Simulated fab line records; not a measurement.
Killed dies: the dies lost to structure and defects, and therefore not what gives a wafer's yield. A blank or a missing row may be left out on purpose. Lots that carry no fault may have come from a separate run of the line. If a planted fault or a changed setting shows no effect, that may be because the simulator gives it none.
Matching of chambers || flow gf180mcu || 4 sister chambers for GF_POLY_GATE_ETCH_13 on rie-si-02
The step etches poly-Si in HBr/Cl2, stops on SiO2, target depth 198.5 nm, time 69.6 s. 8 wafers are shown with their chamber, then 9 later ones without.

## EACH WAFER AND ITS CHAMBER
{"wafer": "L314.5", "chamber": 2, "drypump-motor-current-A (A)": 5.26, "he-backside-leak-sccm (sccm)": 2.95}
{"wafer": "L317.3", "chamber": 3, "drypump-motor-current-A (A)": 5.17, "he-backside-leak-sccm (sccm)": 2.56}
{"wafer": "L318.6", "chamber": 3, "drypump-motor-current-A (A)": 5.15, "he-backside-leak-sccm (sccm)": 2.61}
{"wafer": "L319.1", "chamber": 0, "drypump-motor-current-A (A)": 5.59, "he-backside-leak-sccm (sccm)": 2.87}
{"wafer": "L320.3", "chamber": 0, "drypump-motor-current-A (A)": 5.57, "he-backside-leak-sccm (sccm)": 2.80}
{"wafer": "L332.1", "chamber": 1, "drypump-motor-current-A (A)": 5.53, "he-backside-leak-sccm (sccm)": 2.50}
{"wafer": "L332.3", "chamber": 2, "drypump-motor-current-A (A)": 5.26, "he-backside-leak-sccm (sccm)": 2.80}
{"wafer": "L332.5", "chamber": 1, "drypump-motor-current-A (A)": 5.52, "he-backside-leak-sccm (sccm)": 2.44}

## WAFERS WHOSE CHAMBER IS MISSING
{"wafer": "L333.2", "drypump-motor-current-A (A)": 5.57, "he-backside-leak-sccm (sccm)": 2.80}
{"wafer": "L333.5", "drypump-motor-current-A (A)": 5.26, "he-backside-leak-sccm (sccm)": 2.81}
{"wafer": "L333.6", "drypump-motor-current-A (A)": 5.53, "he-backside-leak-sccm (sccm)": 2.38}
{"wafer": "L334.2", "drypump-motor-current-A (A)": 5.15, "he-backside-leak-sccm (sccm)": 2.54}
{"wafer": "L334.4", "drypump-motor-current-A (A)": 5.24, "he-backside-leak-sccm (sccm)": 2.85}
{"wafer": "L334.6", "drypump-motor-current-A (A)": 5.27, "he-backside-leak-sccm (sccm)": 2.81}
{"wafer": "L335.2", "drypump-motor-current-A (A)": 5.55, "he-backside-leak-sccm (sccm)": 3.05}
{"wafer": "L335.4", "drypump-motor-current-A (A)": 5.17, "he-backside-leak-sccm (sccm)": 2.46}
{"wafer": "L335.6", "drypump-motor-current-A (A)": 5.55, "he-backside-leak-sccm (sccm)": 2.98}

## WHICH CHAMBER EACH ONE RAN IN
{"wafer": "L333.2", "from the rows above": 0, "in truth": 0}
{"wafer": "L333.5", "from the rows above": 2, "in truth": 2}
{"wafer": "L333.6", "from the rows above": 1, "in truth": 1}
{"wafer": "L334.2", "from the rows above": 3, "in truth": 3}
{"wafer": "L334.4", "from the rows above": 2, "in truth": 2}
{"wafer": "L334.6", "from the rows above": 2, "in truth": 2}
{"wafer": "L335.2", "from the rows above": 0, "in truth": 0}
{"wafer": "L335.4", "from the rows above": 3, "in truth": 3}
{"wafer": "L335.6", "from the rows above": 0, "in truth": 0}
9 of 9 placed correctly. Can't be placed from these rows: 0. Number placed wrongly: 0.
How it was worked out, from the rows above alone: a wafer's distance from a chamber is the root of the sum, over the readings, of the square of ((its reading less the chamber's mean) divided by the reading's scatter). The wafer belongs to the nearest chamber; if the next one is less than 2 further off, it can't be placed. For every chamber, the mean is computed from those of its wafers that are shown. How the scatter is found: for the shown wafers, subtract from each reading the mean of its chamber, square and add these, divide the total by (wafers less chambers), then take the root.
